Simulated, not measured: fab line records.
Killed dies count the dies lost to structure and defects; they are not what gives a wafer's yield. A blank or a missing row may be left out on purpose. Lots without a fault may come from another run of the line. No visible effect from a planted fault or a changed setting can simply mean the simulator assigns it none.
Which tool was responsible? / flow sky130 / Sampling: 12 lots, 36 wafers, 4 of 708 route steps

== WHAT EACH GAUGE READ, for each wafer ==
SKY_PWDE_OVL_MEAS_07.
lot=L757; measured=day 4 03:34; on=overlay-02; PWDE_OVL (nm)=2.3 0.5 -0.2
lot=L758; measured=day 4 10:28; on=overlay-02; PWDE_OVL (nm)=-0.5 0.1 -0.3
lot=L759; measured=day 4 12:44; on=overlay-01; PWDE_OVL (nm)=-0.4 -1.0 -1.7
lot=L760; measured=day 4 19:16; on=overlay-02; PWDE_OVL (nm)=0.7 1.2 0.6
lot=L763; measured=day 5 12:46; on=overlay-02; PWDE_OVL (nm)=0.9 0.8 -0.5
lot=L764; measured=day 5 19:56; on=overlay-02; PWDE_OVL (nm)=1.3 2.4 0.7
lot=L769; measured=day 6 21:53; on=overlay-02; PWDE_OVL (nm)=0.8 -0.5 -0.2
lot=L771; measured=day 7 07:04; on=overlay-01; PWDE_OVL (nm)=-2.9 0.6 -0.9
lot=L772; measured=day 7 12:46; on=overlay-02; PWDE_OVL (nm)=-0.7 0.5 -0.3
lot=L773; measured=day 7 19:44; on=overlay-01; PWDE_OVL (nm)=-2.6 -2.5 -2.4
lot=L775; measured=day 8 06:59; on=overlay-02; PWDE_OVL (nm)=0.7 0.4 0.2
lot=L777; measured=day 8 19:28; on=overlay-02; PWDE_OVL (nm)=-0.6 -1.1 -0.2

SKY_VIA2_THK_MEAS_01.
lot=L757; measured=day 35 10:19; on=filmMetro-03; VIA2_HDPCVD_THK (nm)=1169 1157 1175
lot=L758; measured=day 36 02:51; on=filmMetro-03; VIA2_HDPCVD_THK (nm)=1150 1146 1151
lot=L759; measured=day 36 01:13; on=filmMetro-03; VIA2_HDPCVD_THK (nm)=1165 1165 1176
lot=L760; measured=day 36 05:32; on=filmMetro-03; VIA2_HDPCVD_THK (nm)=1161 1165 1165
lot=L763; measured=day 38 03:43; on=filmMetro-03; VIA2_HDPCVD_THK (nm)=1170 1178 1152
lot=L764; measured=day 38 02:43; on=filmMetro-02; VIA2_HDPCVD_THK (nm)=1180 1197 1171
lot=L769; measured=day 39 07:27; on=filmMetro-01; VIA2_HDPCVD_THK (nm)=1186 1189 1196
lot=L771; measured=day 39 16:16; on=filmMetro-01; VIA2_HDPCVD_THK (nm)=1175 1191 1193
lot=L772; measured=day 39 23:25; on=filmMetro-03; VIA2_HDPCVD_THK (nm)=1168 1159 1192
lot=L773; measured=day 40 05:21; on=filmMetro-03; VIA2_HDPCVD_THK (nm)=1172 1160 1145
lot=L775; measured=day 40 22:11; on=filmMetro-01; VIA2_HDPCVD_THK (nm)=1168 1159 1146
lot=L777; measured=day 41 10:19; on=filmMetro-03; VIA2_HDPCVD_THK (nm)=1169 1179 1196

== EACH LOT AND THE TOOL THAT RAN IT (in order: tool; ch and the chambers of the sampled wafers; start) ==
lot=L757; SKY_METAL1_SPUTTER_01=pvdSputter-03, day 31 21:29; SKY_VIA1_CMP_24=cmp-01 ch 0,2, day 34 05:29
lot=L758; SKY_METAL1_SPUTTER_01=pvdSputter-03, day 32 14:47; SKY_VIA1_CMP_24=cmp-02 ch 1,2,3, day 34 23:35
lot=L759; SKY_METAL1_SPUTTER_01=pvdSputter-01, day 32 13:47; SKY_VIA1_CMP_24=cmp-02 ch 2,3, day 34 21:44
lot=L760; SKY_METAL1_SPUTTER_01=pvdSputter-01, day 32 18:51; SKY_VIA1_CMP_24=cmp-01 ch 0,1, day 35 02:35
lot=L763; SKY_METAL1_SPUTTER_01=pvdSputter-01, day 34 18:22; SKY_VIA1_CMP_24=cmp-02 ch 2,3, day 37 01:28
lot=L764; SKY_METAL1_SPUTTER_01=pvdSputter-01, day 34 17:01; SKY_VIA1_CMP_24=cmp-01 ch 0,1, day 36 23:10
lot=L769; SKY_METAL1_SPUTTER_01=pvdSputter-01, day 35 22:29; SKY_VIA1_CMP_24=cmp-02 ch 0,3, day 38 04:15
lot=L771; SKY_METAL1_SPUTTER_01=pvdSputter-02, day 36 06:32; SKY_VIA1_CMP_24=cmp-02 ch 1,3, day 38 13:58
lot=L772; SKY_METAL1_SPUTTER_01=pvdSputter-01, day 36 15:10; SKY_VIA1_CMP_24=cmp-01 ch 0,1, day 38 20:28
lot=L773; SKY_METAL1_SPUTTER_01=pvdSputter-01, day 36 20:38; SKY_VIA1_CMP_24=cmp-01 ch 0,1, day 39 03:11
lot=L775; SKY_METAL1_SPUTTER_01=pvdSputter-02, day 37 15:10; SKY_VIA1_CMP_24=cmp-02 ch 0,1,3, day 39 20:11
lot=L777; SKY_METAL1_SPUTTER_01=pvdSputter-03, day 38 03:46; SKY_VIA1_CMP_24=cmp-01 ch 0,1, day 40 08:16
- SKY_METAL1_SPUTTER_01: material TiN, target thk 20 nm, time 16.7 s.
- SKY_VIA1_CMP_24: polishes, stops on SiO2, t overpolish 15 s, target thk 0 nm.

== WHAT THE TOOLS THEMSELVES READ (means of the sampled wafers that have a number; where no wafer has one, the mark that the record gives instead) ==
SKY_METAL1_SPUTTER_01.
lot=L757; tool=pvdSputter-03; chamberPressurePa (Pa)=0.4000; throttleValvePct (%)=29.8
lot=L758; tool=pvdSputter-03; chamberPressurePa (Pa)=0.4006; throttleValvePct (%)=30.1
lot=L759; tool=pvdSputter-01; chamberPressurePa (Pa)=0.3997; throttleValvePct (%)=30.2
lot=L760; tool=pvdSputter-01; chamberPressurePa (Pa)=0.3999; throttleValvePct (%)=30.4
lot=L763; tool=pvdSputter-01; chamberPressurePa (Pa)=0.4000; throttleValvePct (%)=29.5
lot=L764; tool=pvdSputter-01; chamberPressurePa (Pa)=0.3994; throttleValvePct (%)=30.2
lot=L769; tool=pvdSputter-01; chamberPressurePa (Pa)=0.3365; throttleValvePct (%)=33.7
lot=L771; tool=pvdSputter-02; chamberPressurePa (Pa)=0.3999; throttleValvePct (%)=29.4
lot=L772; tool=pvdSputter-01; chamberPressurePa (Pa)=0.3368; throttleValvePct (%)=33.3
lot=L773; tool=pvdSputter-01; chamberPressurePa (Pa)=0.3371; throttleValvePct (%)=33.4
lot=L775; tool=pvdSputter-02; chamberPressurePa (Pa)=0.4008; throttleValvePct (%)=29.4
lot=L777; tool=pvdSputter-03; chamberPressurePa (Pa)=0.4000; throttleValvePct (%)=30.9

SKY_VIA1_CMP_24.
lot=L757; tool=cmp-01; motorCurrentA (A)=10.7; overpolishRunS (s)=14.994; slurryFlowMlMin=150.3; timeToEndpointS (s)=69
lot=L758; tool=cmp-02; motorCurrentA (A)=10.5; overpolishRunS (s)=15.003; slurryFlowMlMin=150.3; timeToEndpointS (s)=66
lot=L759; tool=cmp-02; motorCurrentA (A)=9.9; overpolishRunS (s)=15.000; slurryFlowMlMin=149.8; timeToEndpointS (s)=71
lot=L760; tool=cmp-01; motorCurrentA (A)=11.3; overpolishRunS (s)=15.008; slurryFlowMlMin=149.8; timeToEndpointS (s)=61
lot=L763; tool=cmp-02; motorCurrentA (A)=10.3; overpolishRunS (s)=14.992; slurryFlowMlMin=149.4; timeToEndpointS (s)=66
lot=L764; tool=cmp-01; motorCurrentA (A)=11.3; overpolishRunS (s)=15.012; slurryFlowMlMin=150.2; timeToEndpointS (s)=62
lot=L769; tool=cmp-02; motorCurrentA (A)=13.5; overpolishRunS (s)=14.999; slurryFlowMlMin=150.4; timeToEndpointS (s)=67
lot=L771; tool=cmp-02; motorCurrentA (A)=10.2; overpolishRunS (s)=14.997; slurryFlowMlMin=150.5; timeToEndpointS (s)=72
lot=L772; tool=cmp-01; motorCurrentA (A)=11.5; overpolishRunS (s)=15.005; slurryFlowMlMin=150.7; timeToEndpointS (s)=58
lot=L773; tool=cmp-01; motorCurrentA (A)=11.6; overpolishRunS (s)=14.993; slurryFlowMlMin=149.9; timeToEndpointS (s)=56
lot=L775; tool=cmp-02; motorCurrentA (A)=12.1; overpolishRunS (s)=15.000; slurryFlowMlMin=150.1; timeToEndpointS (s)=68
lot=L777; tool=cmp-01; motorCurrentA (A)=11.1; overpolishRunS (s)=14.995; slurryFlowMlMin=149.2; timeToEndpointS (s)=57

== THE ANSWER, worked out from the rows above alone ==
Rule: what is usual is taken from the lots themselves. The widest of any qualifying gaps counts: lots, ordered by their means at a reading, are off when they make up no more than a third of the lots, leave a main group of 4 or more, and stand apart from it by 3 or more times the standard deviation of that group's means. The tables above print the reading to a certain number of digits; a main group whose means all agree to those digits is not used. Also off: a lot with no number at a reading for which 4 or more lots have one. Any other lot the step has rows for is counted as sound. After the gauges, taken in route order, come the tools' own readings; for these a lot's mean is taken, as printed above. The first step at which some lot is off is used, and at that step the reading that is off furthest; a lot without a number counts as furthest.
Off at SKY_METAL1_SPUTTER_01 (chamberPressurePa): L769, L772, L773. The main group: mean 0.4000 Pa, standard deviation 0.0004.
If a tool, at that step or one of the process steps before it, ran each lot that is off and ran no sound lot following the first of them, it fits. One fits: pvdSputter-01 at SKY_METAL1_SPUTTER_01. A fault onset in the window from L763 (day 34 18:22, its last sound lot) to L769 (day 35 22:29, its first lot off) fits.
The tool's own readings at SKY_METAL1_SPUTTER_01 bear it out: on the lots that are off they differ by more than 5 times the standard deviation of the sound lots' means. chamberPressurePa reads 0.3368 Pa there against 0.4000 Pa on the sound lots; throttleValvePct reads 33.5 % there against 30.0 % on the sound lots.

== WHAT THE SIMULATOR PUT IN ==
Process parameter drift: pvdSputter-01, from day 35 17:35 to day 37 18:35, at SKY_METAL1_SPUTTER_01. From 0.4, the setting chamberPressurePa moved by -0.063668. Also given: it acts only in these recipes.
Shown lots that were struck: L769, L772, L773. This agrees with what the rule above found.
